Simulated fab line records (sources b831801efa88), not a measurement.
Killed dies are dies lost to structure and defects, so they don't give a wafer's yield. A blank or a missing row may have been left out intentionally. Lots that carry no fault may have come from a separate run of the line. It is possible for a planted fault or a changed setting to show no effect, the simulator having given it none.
Chamber matching | flow gf180mcu | 4 sister chambers for GF_STI_ETCH_14 on rie-si-01
The step etches Si in HBr/Cl2/O2, target depth 360 nm, time 102.9 s. 4 wafers are shown with their chamber, then 8 later ones without.

## WAFERS WITH THEIR CHAMBER
wafer  | chamber | drypump-motor-current-A (A)
L187.1 | 3       | 5.6
L188.2 | 0       | 6.6
L188.5 | 2       | 5.5
L196.2 | 1       | 4.6

## WAFERS WITH NO CHAMBER GIVEN
wafer  | drypump-motor-current-A (A)
L196.3 | 6.5
L196.4 | 5.5
L198.2 | 6.5
L198.4 | 5.5
L198.5 | 5.5
L200.2 | 4.6
L200.3 | 5.6
L200.4 | 5.5

## WHICH CHAMBER EACH ONE RAN IN
wafer  | from the rows above | in truth
L196.3 | 0                   | 0
L196.4 | 2                   | 2
L198.2 | 0                   | 0
L198.4 | 2                   | 2
L198.5 | 2                   | 2
L200.2 | 1                   | 1
L200.3 | 3                   | 3
L200.4 | 2                   | 2
Placed correctly: 8 of 8. Left unplaced by these rows: 0. 0 placed wrongly.
How it was worked out, from the rows above alone: a wafer's distance from a chamber is the root of the sum, over the readings, of the square of ((its reading less the chamber's mean) divided by the reading's scatter). The wafer belongs to the nearest chamber; if the next one is less than 2 further off, it can't be placed. For every chamber, the mean is computed from those of its wafers that are shown. The scatter (one wafer shown for each chamber): square how far every hidden wafer sits from the nearest shown wafer, average those squares and take the square root.
